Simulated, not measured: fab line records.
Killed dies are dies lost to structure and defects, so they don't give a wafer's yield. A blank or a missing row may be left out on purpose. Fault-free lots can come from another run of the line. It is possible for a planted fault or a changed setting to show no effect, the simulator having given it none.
Problem report in the 8D (eight disciplines) form, filled by code || flow sky130 || the parts of the form that need people (team, actions taken, sign-off) are left out

## 1. WHAT IS WRONG
At SKY_LI_CONTACT_HDPCVD_00, run_length_s averages 177.8 s over 4 wafers from 3 lots, while fault-free wafers read 182.8 s, standard deviation 0.53. That is -9.5 standard deviations from the usual mean.
The step: deposits PSG, target thk 930 nm, time 155 s.
Seen first at day 31 01:06 on hdpcvd-01, wafer L764.2. Wafers with a number at this step in the record: 37, from 13 lots. By rule, "out" or "out of limits" means more than 4 standard deviations away from the usual mean. The rest of the wafers with a number are treated as sound.

## 2. WHAT THIS IS AND IS NOT
{"question": "which readings at this step", "is": "run_length_s", "is not": "-"}
{"question": "which lots", "is": "L764, L765, L766", "is not": "L755, L757, L758, L770, L771, L773, L774, L776, L777, L778"}
{"question": "which wafers of those lots", "is": "L764.2, L764.6, L765.2, L766.2", "is not": "L765.3, L766.3, L766.5"}
{"question": "read on which tools", "is": "hdpcvd-01", "is not": "hdpcvd-02"}
{"question": "when", "is": "from day 31 01:06", "is not": "up to then (9 sound wafers); but 24 sound wafers of L765, L766, L770, L771, L773, L774, L776, L777, L778 came after"}

## 3. THE SUSPECTS, EACH WITH WHAT RULES IT OUT
Counting: if a tool at a process step up to the reading ran every lot that is out, it stays a suspect. Sound lots after the first of them don't rule it out here, since some wafers of a struck lot are sound.
- hdpcvd-01 at SKY_LI_CONTACT_HDPCVD_00 (deposits PSG, target thk 930 nm, time 155 s): kept. Ran every lot that is out, first one L764 (day 31 01:06); last sound lot up to then L755 (day 28 02:10). Its own readings are out on those wafers: run_length_s.
- Within hdpcvd-01 at SKY_LI_CONTACT_HDPCVD_00: the wafers that are out ran in chambers 0, 2; their sound lot-mates ran in chamber 1.
Remaining after the count: hdpcvd-01 at SKY_LI_CONTACT_HDPCVD_00.

## 4. THE CAUSE (what the simulator had put in)
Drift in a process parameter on hdpcvd-01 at SKY_LI_CONTACT_HDPCVD_00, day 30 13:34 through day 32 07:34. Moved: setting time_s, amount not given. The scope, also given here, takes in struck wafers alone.
The count eliminated every tool but this one.

## 5. SEQUENCE OF EFFECTS, ordered by route
Each row: a reading where the mean over the struck wafers with a number is more than 3 standard deviations away from the usual. Readings are gone through only where the record gives a usual standard deviation; hours: the median, over the lots, of the time from a lot's start at the first step in this table giving one to that lot's start at this step; sigmas: the change measured in usual standard deviations.
{"hours": 0, "step": "SKY_LI_CONTACT_HDPCVD_00", "reading": "run_length_s", "usual": "182.8 s", "on struck wafers": 177.8, "change": -5.1, "sigmas": -9.5}
Process steps it contains:
- SKY_LI_CONTACT_HDPCVD_00: deposits PSG, target thk 930 nm, time 155 s.

## 6. WHAT WOULD HAVE CAUGHT IT SOONER
The fault began at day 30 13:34; the first out-of-limits reading in this record came at day 31 01:06, 12 hours later.
